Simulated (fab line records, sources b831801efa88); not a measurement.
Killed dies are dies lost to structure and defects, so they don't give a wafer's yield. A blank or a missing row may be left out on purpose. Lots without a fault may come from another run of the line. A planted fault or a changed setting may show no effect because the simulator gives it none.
A struck lot beside a sound one | flow sky130 | 14 steps out of a route of 708
Sound: wafers L887.1, L887.2, L887.6. Struck: wafers L903.1, L903.4, L903.6. The cause comes at the end.
At each step with rows: each side's tool, then ch and its chambers, then its first start. Under that, the readings that differ: sound wafers | struck wafers | difference of the means | sigmas: that difference in standard deviations of wafers without a fault.
alike: readings whose means differ by less than 2 such deviations, and words and numbers that are the same on both sides. not compared: withheld readings, readings that some wafer has no value for, bounds like >300 that may hide the same value, and numbers for which the record gives no deviation and whose values overlap.
The two part at a step that has a row with sigmas, a row that says differs or no value, or rows on one side only. Numbers that don't overlap but have no deviation are shown without sigmas and don't part them. A reading that every wafer of one side lacks parts them only if that side has two wafers or more.

first, 1 step without rows for these wafers: SKY_LDD_P_DEVELOP_06 (develop time 60 s).
SKY_LDD_P_CD_MEAS_07: target cd 380 nm.
  sound on cd_sem-02, day 20 21:03; struck on cd_sem-02, day 26 08:57
  alike: cd_nm
SKY_LDD_P_OVL_MEAS_08:
  sound on overlay-01, day 20 21:10; struck on overlay-02, day 26 09:04
  reading        | sound        | struck      | difference | sigmas
  LDD_P_OVL (nm) | 0.4 -0.3 1.1 | 5.0 4.5 5.0 | +4.4       | +3
then, 1 step without rows for these wafers: SKY_LDD_P_IMPLANT_09.
SKY_LDD_P_STRIP_10: strips in O2/N2.
  sound on plasma_asher-01 ch 0,1, day 20 21:21; struck on plasma_asher-02 ch 1, day 26 09:16
  reading                     | sound       | struck      | difference | sigmas
  drypump_motor_current_A (A) | 5.0 5.7 5.7 | 6.3 6.3 6.3 | +0.8       | +2
  alike: oes_product_au, strip_time_to_endpoint_s
  not compared: rf_hours_counter_h
SKY_LDD_P_TW_MEAS_11:
  sound on film_metro-02, day 20 21:27; struck on film_metro-02, day 26 09:22
  alike: LDD_P_TW
then, 6 steps without rows for these wafers: SKY_LDD_HVN_DEHYDRATE_00 (time 60 s); SKY_LDD_HVN_HMDS_01 (prime time 60 s); SKY_LDD_HVN_COAT_02 (resist thk 300 nm); SKY_LDD_HVN_SOFTBAKE_03 (time 60 s); SKY_LDD_HVN_EXPOSE_04 (exposes mask HVNTM, target cd 700 nm); SKY_LDD_HVN_PEB_05.
SKY_LDD_HVN_DEVELOP_06: develop time 60 s.
  sound on litho_track-03 ch 0, day 22 04:27; struck on litho_track-01, day 27 14:21
  no value came back on the struck wafers for chill_plate_temp_C (C), develop_time_s (s); on the sound wafers chill_plate_temp_C (C) reads 22.81 22.87 22.95
SKY_LDD_HVN_OVL_MEAS_07:
  sound on overlay-01, day 22 04:36; struck on overlay-02, day 27 14:30
  reading          | sound          | struck | difference                    | sigmas
  LDD_HVN_OVL (nm) | -0.5 -2.1 -0.5 | - - -  | no value on the struck wafers |

WHERE THEY PART
First at SKY_LDD_P_OVL_MEAS_08; last, within this record, at SKY_LDD_HVN_OVL_MEAS_07.

WHY: what the simulator had put in
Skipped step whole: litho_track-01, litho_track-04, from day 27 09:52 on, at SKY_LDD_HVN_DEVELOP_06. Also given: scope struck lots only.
